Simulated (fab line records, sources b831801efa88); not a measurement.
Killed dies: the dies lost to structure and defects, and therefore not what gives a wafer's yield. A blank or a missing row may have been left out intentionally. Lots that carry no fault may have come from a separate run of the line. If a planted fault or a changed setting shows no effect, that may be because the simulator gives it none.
A single fault, viewed from 2 desks | flow gf180mcu | each desk holds nothing but its own numbers, with what lay behind them at the end

THE TOOL OWNER'S DESK: rie_metal-01
The tool's own readings at GF_M5_METAL_ETCH_10 (etches the open film in Cl2/BCl3, stops on SiO2, target depth 750.8 nm, time 125.1 s): means of the sampled wafers that have a number, for each lot that ran on this tool. The brackets show how far a lot's mean lies from the usual mean; more than 4 standard deviations puts the lot out of limits, marked OUT.
Columns: A = drypump_motor_current_A at GF_M5_METAL_ETCH_10, usual 5.9 A; B = oes_product_au at GF_M5_METAL_ETCH_10, usual 0.990 a.u.; C = rf_fwd_power_W at GF_M5_METAL_ETCH_10, usual 795.9 W; D = throttle_valve_pct at GF_M5_METAL_ETCH_10, usual 28.231 %
lot  | first seen here | A   | B                | C               | D
L801 | day 28 00:11    | 5.0 | 0.990            | 796.7           | 28.241
L810 | day 31 00:59    | 5.2 | 0.941 (-7.7) OUT | 710.0 (-33) OUT | 28.291 (+5.5) OUT
L812 | day 31 05:02    | 5.5 | 0.965            | 752.7 (-17) OUT | 28.259
This desk's verdict: out of limits on L810, L812, starting with L810 at day 31 00:59 (oes_product_au at GF_M5_METAL_ETCH_10). Within limits: L801.

AT THE METROLOGY DESK
Means of the sampled wafers that have a number, per lot and without regard to the tool the lot ran on: this is what the gauges read. The brackets show how far a lot's mean lies from the usual mean; more than 4 standard deviations puts the lot out of limits, marked OUT.
Columns: A = M3_ALCU_THK at GF_M3_THK_MEAS_06, usual 448 nm
lot  | first seen here | A
L796 | day 20 07:52    | 449
L797 | day 20 17:19    | 445
L800 | day 21 20:10    | 451
L801 | day 22 08:35    | 443
L802 | day 22 17:28    | 452
L810 | day 25 21:24    | 459
L812 | day 26 03:35    | 459
L813 | day 26 05:50    | 446
L815 | day 27 00:17    | 450
L816 | day 27 08:20    | 441
L818 | day 27 18:02    | 457
This desk's verdict: no lot among the 11 shows anything out of limits.

ALL TOGETHER
At day 31 00:59, on L810, L812, the tool owner's desk was in a position to raise an alarm.
Nothing out of limits was seen by the metrology desk.
The metrology desk has L810, L812 on record, within its limits.
Of the lots named, all ran GF_M5_METAL_ETCH_10 on rie_metal-01.

WHAT HAD BEEN PUT IN BY THE SIMULATOR
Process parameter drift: rie_metal-01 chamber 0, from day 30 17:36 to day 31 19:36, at GF_M5_METAL_ETCH_10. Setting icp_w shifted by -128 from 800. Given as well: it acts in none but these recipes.
Lots struck among those shown: L810, L812.
Each desk's first reading out of limits, in hours after the fault started: the tool owner's desk, 7.
